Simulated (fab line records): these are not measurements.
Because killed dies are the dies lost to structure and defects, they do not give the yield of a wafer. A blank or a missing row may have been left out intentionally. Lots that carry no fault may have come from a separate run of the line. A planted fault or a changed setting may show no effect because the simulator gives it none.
Chamber matching | flow gf180mcu | GF_V4_CVD_02 on pecvd-02: 3 sister chambers
The step deposits SiO2 from TEOS, target thk 850 nm, time 94.851 s. 3 wafers are shown with their chamber, then 7 later ones without.

## WAFERS WITH THEIR CHAMBER
wafer  | chamber | heater power w (W)
L076.6 | 0       | 937
L079.3 | 1       | 548
L079.4 | 2       | 688

## WAFERS WITH NO CHAMBER GIVEN
wafer  | heater power w (W)
L079.5 | 840
L082.1 | 510
L082.2 | 711
L082.3 | 942
L085.4 | 1044
L085.5 | 720
L085.6 | 578

## THE CHAMBER EACH PASSED THROUGH
wafer  | from the rows above     | in truth
L079.5 | can't be placed: 0 or 2 | 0
L082.1 | 1                       | 1
L082.2 | 2                       | 2
L082.3 | 0                       | 0
L085.4 | 0                       | 0
L085.5 | 2                       | 2
L085.6 | can't be placed: 1 or 2 | 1
Correctly placed: 5 of 7. Cannot be placed on the basis of these rows: 2; the candidates contain the true chamber in 2. Number placed wrongly: 0.
How it was worked out, from the rows above alone: a wafer's distance from a chamber is the root of the sum, over the readings, of the square of ((its reading less the chamber's mean) divided by the reading's scatter). The wafer belongs to the nearest chamber; if the next one is less than 2 further off, it can't be placed. A chamber's mean is the mean of its shown wafers. The scatter (one wafer shown for each chamber): square how far every hidden wafer sits from the nearest shown wafer, average those squares and take the square root.
